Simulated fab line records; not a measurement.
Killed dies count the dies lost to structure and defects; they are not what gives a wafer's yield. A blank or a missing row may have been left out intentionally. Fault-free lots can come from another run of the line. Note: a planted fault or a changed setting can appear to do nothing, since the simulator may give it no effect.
A struck lot beside a sound one || flow gf180mcu || 14 out of 602 route steps
Sound: wafers L849.1, L849.2, L849.3. Wafers L848.1, L848.2, L848.6 were the ones struck. The cause is named last.
At each step with rows: each side's tool, then ch and its chambers, then its first start. Under that, the readings that differ: sound wafers || struck wafers || difference of the means || sigmas: that difference in standard deviations of wafers without a fault.
alike: readings with means less than 2 such deviations apart, plus words and numbers identical on both sides. not compared: withheld readings, readings lacking a value on some wafer, bounds such as >300 that could conceal the same value, and numbers that have no deviation in the record and whose values overlap.
Wherever a step has rows on one side only, a row that says differs or no value, or a row with sigmas, the two part there. Numbers that don't overlap but have no deviation are shown without sigmas and don't part them. A reading missing from all wafers of one side parts the sides only when that side holds two or more wafers.

first, 1 step without rows for these wafers: GF_V1_CVD_00 (deposits SiO2, target thk 600 nm, time 100 s).
GF_V1_THK_MEAS_01:
  sound on film-metro-03, day 23 07:04; struck on film-metro-01, day 23 01:50
  alike: V1_CVD_00_THK
GF_V1_CVD_02: deposits SiO2 from TEOS, target thk 850 nm, time 94.851 s.
  sound on pecvd-03 ch 0,1,2, day 23 07:08; struck on pecvd-04 ch 0,1,2, day 23 01:53
  alike: heater-power-outer-w, heater-power-w, rf-fwd-power-W
GF_V1_THK_MEAS_03:
  sound on film-metro-03, day 23 07:12; struck on film-metro-03, day 23 01:58
  alike: V1_CVD_02_THK
GF_V1_CMP_04: polishes SiO2.
  sound on cmp-02 ch 0,2,3, day 23 07:16; struck on cmp-01 ch 0,3, day 23 02:04
{"reading": "motor-current-A (A)", "sound": "15.9 16.2 14.3", "struck": "12.3 10.5 10.5", "difference": -4.4, "sigmas": -2}
  alike: time-to-endpoint-s
GF_V1_BOW_MEAS_05:
  sound on film-metro-03, day 23 07:34; struck on film-metro-04, day 23 02:19
  alike: V1_BOW
then, 6 steps without rows for these wafers: GF_V1_DEHYDRATE_06 (time 60 s); GF_V1_HMDS_07 (prime time 60 s); GF_V1_COAT_08; GF_V1_COAT_09 (resist thk 1000 nm); GF_V1_SOFTBAKE_10 (time 60 s); GF_V1_EXPOSE_11 (exposes mask Via1, target cd 260 nm).
GF_V1_PEB_12: peb time 90 s.
  sound on litho-track-04 ch 0, day 24 05:47; struck on litho-track-04, day 23 23:44
  no value came back on the struck wafers for chill-plate-temp-C (C), exhaust-pa (Pa), heater-power-total-W (W); on the sound wafers chill-plate-temp-C (C) reads 23.02 23.04 23.14
then, 1 step without rows for these wafers: GF_V1_DEVELOP_13 (develop time 60 s).

== WHERE THEY PART ==
At GF_V1_CMP_04 first; at GF_V1_PEB_12 last (within this record only).

WHY: the cause the simulator had injected
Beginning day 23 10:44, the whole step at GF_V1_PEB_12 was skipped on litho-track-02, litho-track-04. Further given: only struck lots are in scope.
